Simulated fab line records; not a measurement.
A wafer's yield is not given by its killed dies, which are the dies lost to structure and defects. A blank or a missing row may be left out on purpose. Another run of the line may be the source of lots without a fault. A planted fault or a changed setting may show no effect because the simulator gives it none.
fab line records | flow sky130
record: lots: 12 wafers: 36 last-day: 50
route steps=708 shown VT_ADJUST_HVTP@95 VT_ADJUST_NCORE@126 VT_ADJUST_HVTR@140 PAD_OPEN@708
lots with no fault: from the same line, run without faults
start-h: hours from the record's opening day to when the first of the lot's shown wafers began | wait-h: time in hours since the lot's previous step | " identical to the entry in the row above | L1.1+2: a row that stands for several wafers | - no value, or no start was given | * or withheld: withheld | < > ~ a bound
route shown NAME@n: names a module that has steps shown in the file, with the first one's number in the route | usual: mean/standard deviation taken from wafers without a fault | same: alike in all rows | chamber/n: place in a boat | sites: readings site by site | _std_site: how widely they spread, as a standard deviation | _edge_site: the outer-site mean with the inner-site mean subtracted | radius-mm: how far each site lies from the wafer's centre | mask NAME#n: copy n | behind: the tool/chamber that last shaped the wafer | hold: cause of the lot's hold/its duration in hours/its outcome | device: the transistor (n, p or np) that didn't switch | end of line: the same wafers' tests at the end of the route | a step with no rows: only its recipe | killed: at the first sort, the dies lost to defects and structure; wafer yield is something else | map: a wafer's dies, marking killed ones x, the rest . and places with no die _
set.NAME: the setting that was run; set.NAME@STEP: the one run at that earlier step | model.NAME: the simulator's own value behind a step, which no gauge read
a sample of lots followed through the steps of the route, with each step as a table and each wafer as a row
services: a tool's chamber out of use, with start hour (start-h, from the record's first day; less than 0 if before it), hours out, and reason
== steps ==
step: SKY_VT_ADJUST_HVTP_STRIP_10
recipe: chemistry: O2/N2 power-w: 1400 pressure-mtorr: 1500 platen-temp-c: withheld o2-flow-sccm: 3000 n2-flow-sccm: 300 overash-fraction: 0.5
usual: drypump-motor-current-A: 5.7/0.58 oes-product-au: 0.716/0.0041 strip-time-to-endpoint-s: 14.17/0.034
same: overash-fraction: 0.5
columns lot.wafer tool chamber start-h wait-h drypump-motor-current-A oes-product-au rf-hours-counter-h strip-time-to-endpoint-s
L766.2 plasma-asher-04 0 118.28 0.1 4.9 0.720 0 14.16
L766.3 " 0 " " 4.9 0.717 - 14.13
L766.5 " 0 " " 4.9 0.713 - 14.11
L767.1 plasma-asher-02 1 126.60 0.1 5.8 0.712 45 14.21
L767.4 " 0 " " 6.0 0.718 - 14.23
L767.6 " 1 " " 5.8 0.715 - 14.21
L768.1 plasma-asher-02 0 130.85 0.1 6.0 0.711 45 14.21
L768.2 " 1 " " 5.8 0.719 45 14.20
L768.3 " 0 " " 6.0 0.714 - 14.16
L773.3 plasma-asher-01 1 166.99 0.1 6.3 0.717 - 14.19
L773.4 " 0 " " 5.1 0.719 - 14.18
L773.5 " 0 " " 5.1 0.721 - 14.21
L776.2 plasma-asher-04 0 193.77 0.1 4.8 0.711 7 14.16
L776.3 " 1 " " 6.2 0.715 - 14.15
L776.5 " 0 " " 4.9 0.718 - 14.13
L778.4 plasma-asher-01 0 200.32 0.1 5.1 0.725 - 14.12
L778.5 " 1 " " 6.3 0.716 - 14.13
L778.6 " 0 " " 5.2 0.710 - 14.12
L777.2 plasma-asher-02 0 200.58 0.1 6.0 0.711 51 14.15
L777.3 " 0 " " 6.0 0.715 - 14.16
L777.4 " 1 " " 5.8 0.720 - 14.18
L779.1 plasma-asher-04 1 203.65 0.1 6.2 0.724 8 14.16
L779.4 " 0 " " 4.9 0.709 - 14.22
L779.6 " 0 " " 4.9 0.712 - 14.11
L785.2 plasma-asher-01 0 247.63 0.1 5.1 0.719 43 14.17
L785.4 " 0 " " 5.1 0.709 - 14.16
L785.5 " 1 " " 6.3 0.715 - 14.18
L787.1 plasma-asher-01 0 258.98 0.1 5.1 0.716 44 14.18
L787.3 " 1 " " 6.3 0.721 - 14.18
L787.4 " 0 " " 5.2 0.711 - 14.17
L788.2 plasma-asher-02 1 264.25 0.1 5.8 0.718 57 14.14
L788.3 " 0 " " 6.0 0.714 - 14.17
L788.4 " 1 " " 5.8 0.712 - 14.17
L789.2 plasma-asher-04 0 268.80 0.1 4.9 0.716 15 14.15
L789.5 " 0 " " 4.9 0.713 - 14.15
L789.6 " 1 " " 6.2 0.711 - 14.14
step: SKY_VT_ADJUST_NCORE_CD_MEAS_07
recipe: target-cd-nm: 380
usual: cd-nm: 379.6/2.9
columns lot.wafer tool chamber start-h wait-h cd-nm
L766.2 cd-sem-02 - 176.26 0.1 380.2
L766.3 " - " " 382.0
L766.5 " - " " 380.8
L767.1 cd-sem-01 - 186.93 0.2 383.2
L767.4 " - " " 378.3
L767.6 " - " " 385.6
L768.1 cd-sem-02 - 191.05 0.1 376.4
L768.2 " - " " 376.3
L768.3 " - " " 374.1
L773.3 cd-sem-01 - 230.32 0.1 374.9
L773.4 " - " " 376.5
L773.5 " - " " 376.4
L776.2 cd-sem-01 - 261.72 0.1 377.5
L776.3 " - " " 376.9
L776.5 " - " " 374.4
L778.4 cd-sem-01 - 269.09 0.1 383.6
L778.5 " - " " 382.2
L778.6 " - " " 380.9
L777.2 cd-sem-02 - 270.02 0.1 380.9
L777.3 " - " " 378.7
L777.4 " - " " 379.7
L779.1 cd-sem-02 - 273.95 0.1 381.7
L779.4 " - " " 383.2
L779.6 " - " " 384.7
L785.2 cd-sem-02 - 322.17 0.2 381.6
L785.4 " - " " 379.5
L785.5 " - " " 380.6
L787.1 cd-sem-02 - 334.23 0.1 377.3
L787.3 " - " " 377.5
L787.4 " - " " 380.2
L788.2 cd-sem-02 - 339.65 0.1 381.7
L788.3 " - " " 379.3
L788.4 " - " " 379.9
L789.2 cd-sem-02 - 344.47 0.2 383.2
L789.5 " - " " 383.9
L789.6 " - " " 382.4
step: SKY_VT_ADJUST_HVTR_IMPLANT_09
recipe: species: B energy-kev: 10 dose-cm2: 2.1e+12 tilt-deg: withheld
usual: dose-ions-cm2: 2.1e+12/2.6e+09 faraday-current-uA: 11.85/0.21
columns lot.wafer tool chamber start-h wait-h dose-ions-cm2 faraday-current-uA
L766.2 implanter-01 0 197.16 0.0 2.0994e+12 11.73
L766.3 " 0 " " 2.1034e+12 11.86
L766.5 " 0 " " 2.1048e+12 11.73
L767.1 implanter-02 0 208.14 0.0 2.0975e+12 11.62
L767.4 " 0 " " 2.1025e+12 11.80
L767.6 " 0 " " 2.1037e+12 11.91
L768.1 implanter-01 0 212.59 0.0 2.1002e+12 11.52
L768.2 " 0 " " 2.0977e+12 11.84
L768.3 " 0 " " 2.0959e+12 12.22
L773.3 implanter-03 0 254.63 0.1 2.099e+12 12.00
L773.4 " 0 " " 2.1048e+12 11.78
L773.5 " 0 " " 2.107e+12 11.71
L776.2 implanter-03 0 286.54 0.0 9.001e+11 5.02
L776.3 " 0 " " 9.026e+11 5.22
L776.5 " 0 " " 9.027e+11 5.10
L778.4 implanter-02 0 294.27 0.1 2.103e+12 11.72
L778.5 " 0 " " 2.1014e+12 11.71
L778.6 " 0 " " 2.1001e+12 11.77
L777.2 implanter-03 0 295.41 0.0 8.983e+11 5.10
L777.3 " 0 " " 9.003e+11 5.21
L777.4 " 0 " " 8.956e+11 5.14
L779.1 implanter-02 0 299.87 0.0 2.1004e+12 11.97
L779.4 " 0 " " 2.098e+12 11.39
L779.6 " 0 " " 2.1019e+12 11.98
L785.2 implanter-02 0 348.16 0.0 2.098e+12 11.53
L785.4 " 0 " " 2.0993e+12 12.23
L785.5 " 0 " " 2.096e+12 12.22
L787.1 implanter-02 0 360.98 0.0 2.0996e+12 11.61
L787.3 " 0 " " 2.0973e+12 11.91
L787.4 " 0 " " 2.0997e+12 11.86
L788.2 implanter-01 0 366.36 0.0 2.0988e+12 11.91
L788.3 " 0 " " 2.1029e+12 12.07
L788.4 " 0 " " 2.0943e+12 11.81
L789.2 implanter-02 0 372.46 0.0 2.0983e+12 11.53
L789.5 " 0 " " 2.0981e+12 11.81
L789.6 " 0 " " 2.0979e+12 12.15
step: SKY_VT_ADJUST_HVTR_STRIP_10
recipe: chemistry: O2/N2 power-w: 1400 pressure-mtorr: 1500 platen-temp-c: withheld o2-flow-sccm: 3000 n2-flow-sccm: 300 overash-fraction: 0.5
usual: drypump-motor-current-A: 5.7/0.48 oes-product-au: 0.715/0.0046 strip-time-to-endpoint-s: 14.19/0.043
same: overash-fraction: 0.5
columns lot.wafer tool chamber start-h wait-h drypump-motor-current-A oes-product-au rf-hours-counter-h strip-time-to-endpoint-s
L766.2 plasma-asher-03 1 197.28 0.1 5.8 0.724 54 14.14
L766.3 " 1 " " 5.8 0.716 - 14.18
L766.5 " 0 " " 4.8 0.724 - 14.13
L767.1 plasma-asher-03 1 208.29 0.1 5.9 0.716 55 14.16
L767.4 " 0 " " 4.8 0.715 - 14.25
L767.6 " 1 " " 5.9 0.721 - 14.25
L768.1 plasma-asher-02 1 212.74 0.1 5.8 0.715 52 14.12
L768.2 " 0 " " 6.0 0.717 52 14.16
L768.3 " 0 " " 6.0 0.708 - 14.13
L773.3 plasma-asher-02 0 254.77 0.1 6.0 0.714 - 14.12
L773.4 " 1 " " 5.8 0.711 - 14.13
L773.5 " 0 " " 6.0 0.713 - 14.14
L776.2 plasma-asher-02 0 286.67 0.1 6.0 0.718 59 14.23
L776.3 " 0 " " 6.0 0.721 - 14.19
L776.5 " 1 " " 5.8 0.712 - 14.22
L778.4 plasma-asher-04 1 294.37 0.1 6.2 0.719 - 14.23
L778.5 " 0 " " 4.9 0.720 - 14.20
L778.6 " 1 " " 6.2 0.716 - 14.22
L777.2 plasma-asher-04 0 295.53 0.1 4.8 0.709 18 14.21
L777.3 " 1 " " 6.2 0.718 - 14.24
L777.4 " 0 " " 4.8 0.716 - 14.24
L779.1 plasma-asher-02 0 300.02 0.1 6.0 0.723 60 14.20
L779.4 " 1 " " 5.8 0.715 - 14.18
L779.6 " 0 " " 6.0 0.715 - 14.20
L785.2 plasma-asher-03 1 348.28 0.1 5.8 0.704 69 14.20
L785.4 " 1 " " 5.9 0.715 - 14.25
L785.5 " 0 " " 4.9 0.719 - 14.26
L787.1 plasma-asher-02 1 361.13 0.1 5.8 0.725 66 14.12
L787.3 " 0 " " 6.0 0.713 - 14.10
L787.4 " 1 " " 5.8 0.716 - 14.16
L788.2 plasma-asher-02 0 366.49 0.1 6.0 0.712 66 14.20
L788.3 " 1 " " 5.8 0.717 - 14.18
L788.4 " 0 " " 6.0 0.714 - 14.15
L789.2 plasma-asher-02 0 372.58 0.1 6.0 0.718 67 14.19
L789.5 " 1 " " 5.7 0.713 - 14.20
L789.6 " 0 " " 6.0 0.707 - 14.21
step: SKY_VT_ADJUST_HVTR_TW_MEAS_11
usual: VT_ADJUST_HVTR_TW: 212.3/0.86
columns lot.wafer tool chamber start-h wait-h VT_ADJUST_HVTR_TW
L766.2 film-metro-04 - 197.39 0.1 212.3
L766.3 " - " " 213.3
L766.5 " - " " 213.9
L767.1 film-metro-03 - 208.39 0.1 210.9
L767.4 " - " " 212.3
L767.6 " - " " 211.0
L768.1 film-metro-04 - 212.84 0.1 213.2
L768.2 " - " " 212.2
L768.3 " - " " 213.2
L773.3 film-metro-04 - 254.85 0.1 210.6
L773.4 " - " " 210.8
L773.5 " - " " 211.6
L776.2 film-metro-04 - 286.78 0.1 168.5
L776.3 " - " " 168.4
L776.5 " - " " 170.0
L778.4 film-metro-02 - 294.47 0.1 212.0
L778.5 " - " " 212.4
L778.6 " - " " 212.8
L777.2 film-metro-03 - 295.64 0.1 169.3
L777.3 " - " " 168.6
L777.4 " - " " 169.1
L779.1 film-metro-02 - 300.12 0.1 213.5
L779.4 " - " " 212.5
L779.6 " - " " 211.8
L785.2 film-metro-04 - 348.39 0.1 212.9
L785.4 " - " " 212.7
L785.5 " - " " 213.1
L787.1 film-metro-04 - 361.23 0.1 212.3
L787.3 " - " " 211.4
L787.4 " - " " 212.2
L788.2 film-metro-04 - 366.60 0.1 212.5
L788.3 " - " " 211.0
L788.4 " - " " 211.7
L789.2 film-metro-02 - 372.69 0.1 210.8
L789.5 " - " " 209.4
L789.6 " - " " 210.3
step: SKY_PAD_OPEN_PROBE_99
usual: killed_at_M0_to_M3: 44/7.5 killed_at_M4_up: 2.9/1.8 killed-at-contacts: 24/5.1 killed-at-front-end: 16/4.7 killed-at-other: 0.3/0.46 killed-dies: 87/9.9 killed-open: 47/8 killed-short: 39/6.3
same: gross-dies: 492 killed-at-back-side: 0
columns lot.wafer tool chamber start-h wait-h killed_at_M0_to_M3 killed_at_M4_up killed-at-contacts killed-at-front-end killed-at-other killed-dies killed-open killed-short
L766.2 prober-01 - 1068.30 0.1 40 2 22 22 0 86 54 32
L766.3 prober-01 - 1068.35 0.2 31 4 26 14 0 75 37 38
L766.5 prober-01 - 1068.45 0.2 39 2 20 11 0 72 44 28
L767.1 prober-01 - 1085.00 0.1 52 1 21 21 0 95 48 47
L767.4 prober-01 - 1085.15 0.2 61 5 15 22 1 104 52 51
L767.6 prober-01 - 1085.25 0.2 52 2 28 6 0 88 49 39
L768.1 prober-01 - 1085.50 0.1 47 2 25 17 0 91 52 39
L768.2 prober-01 - 1085.55 0.1 47 2 30 21 0 100 49 51
L768.3 prober-01 - 1085.60 0.2 42 0 28 19 1 90 50 40
L773.3 prober-01 - 1119.96 0.2 43 3 31 21 0 98 51 47
L773.4 prober-01 - 1120.01 0.2 41 3 28 17 0 89 47 41
L773.5 prober-01 - 1120.06 0.2 36 4 22 23 0 85 44 41
L776.2 prober-02 - 1145.30 0.1 39 0 28 25 0 92 63 29
L776.3 prober-02 - 1145.35 0.2 39 2 27 21 1 90 47 41
L776.5 prober-02 - 1145.45 0.2 46 3 17 25 0 91 53 34
L779.1 prober-02 - 1151.22 0.1 55 4 29 16 0 104 67 37
L779.4 prober-02 - 1151.37 0.2 48 0 26 11 0 85 51 34
L779.6 prober-02 - 1151.47 0.2 45 4 30 9 0 88 48 40
L778.4 prober-01 - 1153.47 0.2 42 3 21 24 1 91 43 46
L778.5 prober-01 - 1153.52 0.2 51 7 23 23 0 104 53 50
L778.6 prober-01 - 1153.57 0.2 41 1 16 14 0 72 35 37
L777.2 prober-02 - 1154.25 0.1 42 1 22 17 0 82 47 35
L777.3 prober-02 - 1154.30 0.2 45 2 24 20 0 91 62 29
L777.4 prober-02 - 1154.35 0.2 33 2 24 16 1 76 41 35
L785.2 prober-02 - 1184.65 0.1 51 1 25 14 1 92 45 47
L785.4 prober-02 - 1184.75 0.2 33 3 21 8 2 67 39 28
L785.5 prober-02 - 1184.80 0.2 51 0 21 18 0 90 46 43
L787.1 prober-02 - 1192.30 0.1 49 2 15 12 0 78 37 41
L787.3 prober-02 - 1192.40 0.2 33 1 20 7 0 61 31 30
L787.4 prober-02 - 1192.45 0.2 51 4 27 9 0 91 57 34
L788.2 prober-01 - 1196.72 0.1 33 7 22 19 1 82 42 40
L788.3 prober-01 - 1196.77 0.2 55 6 21 12 0 94 47 47
L788.4 prober-01 - 1196.82 0.2 31 1 30 9 0 71 44 27
L789.2 prober-02 - 1198.25 0.1 44 1 33 17 0 95 64 31
L789.5 prober-02 - 1198.40 0.2 53 1 18 22 1 95 54 40
L789.6 prober-02 - 1198.45 0.2 30 4 26 22 0 82 39 43
killed by level:class
L766.2 VIA1:geometric-particle:open=12 LI_CONTACT:geometric-particle:open=8 VIA3:geometric-particle:open=8 CONTACT:geometric-particle:short=6 FIELD_ISO:geometric-particle:short=5 POLY_GATE:geometric-particle:short=5 VIA2:geometric-particle:open=5 POLY_GATE:geometric-particle:open=4
L766.3 LI_CONTACT:geometric-particle:open=9 VIA1:geometric-particle:open=8 CONTACT:geometric-particle:short=7 VIA2:geometric-particle:open=7 CONTACT:geometric-particle:open=7 POLY_GATE:geometric-particle:short=6 FIELD_ISO:geometric-particle:short=4 METAL4:geometric-particle:short=4
L766.5 CONTACT:geometric-particle:open=13 VIA2:geometric-particle:open=9 VIA1:geometric-particle:short=5 VIA2:geometric-particle:short=5 VIA1:geometric-particle:open=4 FIELD_ISO:geometric-particle:open=3 POLY_GATE:geometric-particle:open=3 SPACER:geometric-particle:open=3
L767.1 VIA1:geometric-particle:open=12 CONTACT:geometric-particle:open=7 VIA1:geometric-particle:short=7 VIA2:geometric-particle:open=7 VIA3:geometric-particle:open=7 FIELD_ISO:geometric-particle:short=6 POLY_GATE:geometric-particle:short=5 LI_CONTACT:geometric-particle:open=5
L767.4 VIA1:geometric-particle:open=15 VIA2:geometric-particle:open=10 VIA1:geometric-particle:short=8 FIELD_ISO:geometric-particle:short=7 METAL2:geometric-particle:short=6 LI_CONTACT:geometric-particle:open=5 METAL4:geometric-particle:short=5 FIELD_ISO:geometric-particle:open=4
L767.6 VIA1:geometric-particle:open=14 VIA3:geometric-particle:open=10 CONTACT:geometric-particle:open=10 LI_CONTACT:geometric-particle:open=6 METAL1:geometric-particle:short=5 VIA1:geometric-particle:short=5 LI_CONTACT:geometric-particle:short=4 VIA2:geometric-particle:short=4
L768.1 VIA1:geometric-particle:open=10 CONTACT:geometric-particle:open=9 FIELD_ISO:geometric-particle:open=6 VIA2:geometric-particle:open=6 METAL1:geometric-particle:short=6 LI_CONTACT:geometric-particle:open=5 METAL1:geometric-particle:open=5 CONTACT:geometric-particle:short=5
L768.2 CONTACT:geometric-particle:open=10 VIA1:geometric-particle:open=8 LI_CONTACT:geometric-particle:open=7 VIA2:geometric-particle:short=7 FIELD_ISO:geometric-particle:short=6 METAL1:geometric-particle:short=6 LI_CONTACT:geometric-particle:short=5 VIA1:geometric-particle:short=5
L768.3 VIA1:geometric-particle:open=11 LOCAL_INTERCONNECT:geometric-particle:short=9 CONTACT:geometric-particle:open=8 VIA3:geometric-particle:open=8 CONTACT:geometric-particle:short=5 VIA2:geometric-particle:open=5 FIELD_ISO:geometric-particle:short=4 LI_CONTACT:geometric-particle:open=4
L773.3 CONTACT:geometric-particle:open=12 VIA1:geometric-particle:open=12 LI_CONTACT:geometric-particle:open=8 METAL1:geometric-particle:short=7 POLY_GATE:geometric-particle:short=6 VIA1:geometric-particle:short=5 FIELD_ISO:geometric-particle:short=5 METAL2:geometric-particle:short=5
L773.4 LI_CONTACT:geometric-particle:open=12 VIA1:geometric-particle:open=10 POLY_GATE:geometric-particle:short=7 CONTACT:geometric-particle:open=7 METAL3:geometric-particle:short=6 METAL2:geometric-particle:short=6 VIA3:geometric-particle:open=5 POLY_GATE:geometric-particle:open=4
L773.5 VIA2:geometric-particle:open=7 FIELD_ISO:geometric-particle:open=6 FIELD_ISO:geometric-particle:short=6 CONTACT:geometric-particle:open=6 METAL2:geometric-particle:short=6 VIA1:geometric-particle:open=5 LI_CONTACT:geometric-particle:open=4 LOCAL_INTERCONNECT:geometric-particle:short=4
L776.2 VIA1:geometric-particle:open=14 CONTACT:geometric-particle:open=12 VIA3:geometric-particle:open=10 LI_CONTACT:geometric-particle:open=7 POLY_GATE:geometric-particle:short=6 SPACER:geometric-particle:open=6 POLY_GATE:geometric-particle:open=5 VIA2:geometric-particle:open=5
L776.3 CONTACT:geometric-particle:open=11 VIA1:geometric-particle:open=9 VIA3:geometric-particle:open=8 METAL1:geometric-particle:short=7 POLY_GATE:geometric-particle:open=6 LI_CONTACT:geometric-particle:open=6 FIELD_ISO:geometric-particle:short=5 LOCAL_INTERCONNECT:geometric-particle:short=4
L776.5 VIA1:geometric-particle:open=15 POLY_GATE:geometric-particle:open=9 VIA2:geometric-particle:open=7 VIA3:geometric-particle:open=7 LI_CONTACT:geometric-particle:open=6 CONTACT:geometric-particle:short=5 VIA1:geometric-particle:short=4 FIELD_ISO:geometric-particle:open=3
L779.1 VIA1:geometric-particle:open=20 CONTACT:geometric-particle:open=11 VIA2:geometric-particle:open=9 LI_CONTACT:geometric-particle:open=7 VIA3:geometric-particle:open=7 VIA3:geometric-particle:short=5 FIELD_ISO:geometric-particle:short=4 POLY_GATE:geometric-particle:short=4
L779.4 VIA1:geometric-particle:open=13 LI_CONTACT:geometric-particle:open=10 VIA3:geometric-particle:open=10 CONTACT:geometric-particle:open=7 FIELD_ISO:geometric-particle:short=5 VIA1:geometric-particle:short=5 CONTACT:geometric-particle:short=5 METAL1:geometric-particle:short=4
L779.6 CONTACT:geometric-particle:open=16 VIA1:geometric-particle:open=12 VIA2:geometric-particle:open=9 LOCAL_INTERCONNECT:geometric-particle:short=6 METAL1:geometric-particle:short=5 LI_CONTACT:geometric-particle:open=4 VIA1:geometric-particle:short=4 VIA2:geometric-particle:short=4
L778.4 VIA1:geometric-particle:open=9 CONTACT:geometric-particle:open=8 VIA2:geometric-particle:open=8 POLY_GATE:geometric-particle:short=7 POLY_GATE:geometric-particle:open=6 VIA1:geometric-particle:short=5 METAL1:geometric-particle:short=5 METAL2:geometric-particle:short=4
L778.5 VIA1:geometric-particle:open=14 METAL1:geometric-particle:short=10 CONTACT:geometric-particle:open=10 FIELD_ISO:geometric-particle:open=8 FIELD_ISO:geometric-particle:short=6 VIA1:geometric-particle:short=6 LI_CONTACT:geometric-particle:open=6 VIA2:geometric-particle:open=6
L778.6 METAL2:geometric-particle:short=7 METAL1:geometric-particle:short=7 VIA1:geometric-particle:open=6 VIA3:geometric-particle:open=5 POLY_GATE:geometric-particle:open=4 LI_CONTACT:geometric-particle:open=4 LOCAL_INTERCONNECT:geometric-particle:short=4 CONTACT:geometric-particle:open=4
L777.2 VIA1:geometric-particle:open=11 VIA3:geometric-particle:open=11 LI_CONTACT:geometric-particle:open=8 CONTACT:geometric-particle:short=8 FIELD_ISO:geometric-particle:open=6 METAL1:geometric-particle:short=5 METAL2:geometric-particle:short=5 FIELD_ISO:geometric-particle:short=4
L777.3 VIA3:geometric-particle:open=15 CONTACT:geometric-particle:open=13 FIELD_ISO:geometric-particle:open=9 VIA2:geometric-particle:open=8 VIA1:geometric-particle:open=7 VIA1:geometric-particle:short=5 FIELD_ISO:geometric-particle:short=4 LOCAL_INTERCONNECT:geometric-particle:short=4
L777.4 VIA3:geometric-particle:open=8 FIELD_ISO:geometric-particle:open=6 LI_CONTACT:geometric-particle:open=6 LOCAL_INTERCONNECT:geometric-particle:short=6 METAL1:geometric-particle:short=6 CONTACT:geometric-particle:open=5 METAL2:geometric-particle:short=5 VIA2:geometric-particle:open=5
L785.2 VIA2:geometric-particle:open=11 LI_CONTACT:geometric-particle:open=9 VIA3:geometric-particle:open=9 CONTACT:geometric-particle:short=7 VIA1:geometric-particle:open=6 METAL3:geometric-particle:short=5 VIA3:geometric-particle:short=5 FIELD_ISO:geometric-particle:short=4
L785.4 CONTACT:geometric-particle:open=12 METAL1:geometric-particle:short=8 VIA3:geometric-particle:open=6 METAL3:geometric-particle:short=5 VIA2:geometric-particle:open=4 LI_CONTACT:geometric-particle:open=4 FIELD_ISO:geometric-particle:open=3 VIA1:geometric-particle:open=3
L785.5 VIA2:geometric-particle:open=9 METAL1:geometric-particle:short=8 VIA3:geometric-particle:open=8 CONTACT:geometric-particle:open=7 VIA1:geometric-particle:open=7 VIA1:geometric-particle:short=7 LI_CONTACT:geometric-particle:open=6 FIELD_ISO:geometric-particle:open=5
L787.1 VIA1:geometric-particle:open=11 METAL2:geometric-particle:short=7 VIA2:geometric-particle:open=7 LI_CONTACT:geometric-particle:open=6 VIA3:geometric-particle:short=6 CONTACT:geometric-particle:short=5 VIA2:geometric-particle:short=4 METAL3:geometric-particle:short=4
L787.3 VIA2:geometric-particle:open=7 CONTACT:geometric-particle:open=6 CONTACT:geometric-particle:short=5 METAL2:geometric-particle:short=5 VIA1:geometric-particle:open=5 VIA3:geometric-particle:open=4 METAL1:geometric-particle:short=4 LI_CONTACT:geometric-particle:open=3
L787.4 CONTACT:geometric-particle:open=11 VIA1:geometric-particle:open=10 VIA3:geometric-particle:open=10 VIA2:geometric-particle:open=9 LI_CONTACT:geometric-particle:open=5 METAL2:geometric-particle:short=5 FIELD_ISO:geometric-particle:open=4 LI_CONTACT:geometric-particle:short=4
L788.2 CONTACT:geometric-particle:open=9 METAL3:geometric-particle:short=7 VIA1:geometric-particle:open=6 POLY_GATE:geometric-particle:open=5 LI_CONTACT:geometric-particle:open=5 CONTACT:geometric-particle:short=5 VIA2:geometric-particle:open=5 FIELD_ISO:geometric-particle:open=4
L788.3 VIA1:geometric-particle:open=14 CONTACT:geometric-particle:open=8 METAL1:geometric-particle:short=6 POLY_GATE:geometric-particle:short=6 VIA1:geometric-particle:short=6 VIA2:geometric-particle:open=6 LI_CONTACT:geometric-particle:open=5 VIA3:geometric-particle:open=5
L788.4 VIA1:geometric-particle:open=10 LI_CONTACT:geometric-particle:open=8 CONTACT:geometric-particle:open=8 VIA2:geometric-particle:open=6 LOCAL_INTERCONNECT:geometric-particle:short=5 POLY_GATE:geometric-particle:open=4 LI_CONTACT:geometric-particle:short=4 CONTACT:geometric-particle:short=3
L789.2 VIA1:geometric-particle:open=17 CONTACT:geometric-particle:open=16 LI_CONTACT:geometric-particle:open=10 VIA3:geometric-particle:open=6 POLY_GATE:geometric-particle:short=5 POLY_GATE:geometric-particle:open=5 CONTACT:geometric-particle:short=5 VIA1:geometric-particle:short=5
L789.5 VIA1:geometric-particle:open=12 LI_CONTACT:geometric-particle:open=9 FIELD_ISO:geometric-particle:open=7 VIA2:geometric-particle:open=7 METAL1:geometric-particle:short=6 VIA3:geometric-particle:open=6 VIA2:geometric-particle:short=6 FIELD_ISO:geometric-particle:short=5
L789.6 FIELD_ISO:geometric-particle:short=9 LI_CONTACT:geometric-particle:open=9 CONTACT:geometric-particle:open=9 VIA2:geometric-particle:open=5 VIA1:geometric-particle:open=5 VIA3:geometric-particle:open=5 POLY_GATE:geometric-particle:short=4 METAL2:geometric-particle:short=4
== services ==
columns tool chamber start-h hours kind
plasma-asher-01 - 98.83 3.3 repair
implanter-03 - 106.22 5.3 pm
plasma-asher-04 - 108.75 9.0 pm
plasma-asher-04 0 108.75 9.0 vent-cycle
implanter-02 - 129.83 1.8 pm
plasma-asher-02 - 142.00 11.0 repair
plasma-asher-04 - 147.76 0.4 repair
plasma-asher-01 - 178.91 0.8 repair
plasma-asher-01 - 191.17 1.7 repair
implanter-02 - 199.77 0.8 repair
plasma-asher-02 - 207.31 0.4 repair
plasma-asher-01 - 210.35 4.4 repair
implanter-02 - 212.47 16.4 pm
implanter-01 - 220.34 1.6 repair
plasma-asher-04 - 233.67 2.2 repair
plasma-asher-02 - 235.32 1.4 repair
implanter-01 - 240.66 24.4 pm
plasma-asher-02 - 245.57 2.8 pm
implanter-02 - 245.81 2.0 repair
implanter-01 - 285.30 1.8 repair
implanter-03 - 314.74 3.3 repair
implanter-02 - 316.65 2.0 repair
plasma-asher-01 - 366.47 4.3 pm
implanter-03 - 371.56 1.6 repair
== key ==
first-sign: step: SKY_VT_ADJUST_HVTR_IMPLANT_09 reading: dose-ions-cm2 direction: down sigmas: 99+ usual: * struck: *
effect: step: SKY_VT_ADJUST_HVTR_IMPLANT_09 reading: faraday-current-uA direction: down sigmas: 32 usual: 11.85 struck: 5.13
effect: step: SKY_VT_ADJUST_HVTR_TW_MEAS_11 reading: VT_ADJUST_HVTR_TW direction: down sigmas: 50 usual: 212.3 struck: 169.0
met-at SKY_VT_ADJUST_HVTR_IMPLANT_09
struck-lots L776,L777
tester-left-out L776,L777
not-acting-at SKY_VT_ADJUST_HVTP_STRIP_10,SKY_VT_ADJUST_NCORE_CD_MEAS_07,SKY_VT_ADJUST_HVTR_STRIP_10
onset-between 254.63 286.54
fault: kind: process-parameter-drift tool: implanter-03 chamber: - onset-h: 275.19 steps: SKY_VT_ADJUST_HVTR_IMPLANT_09 channel: dose-cm2 offset: * shape: step end-h: 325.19 acts-in: * stated: *
tester-left-out: of these lots the tester's yield and bins aren't shown, on N5 and GAA mostly nor the transistor test; their killed dies are dies lost to structure and defects alone, not to doping, threshold or leakage, so they don't give the yield
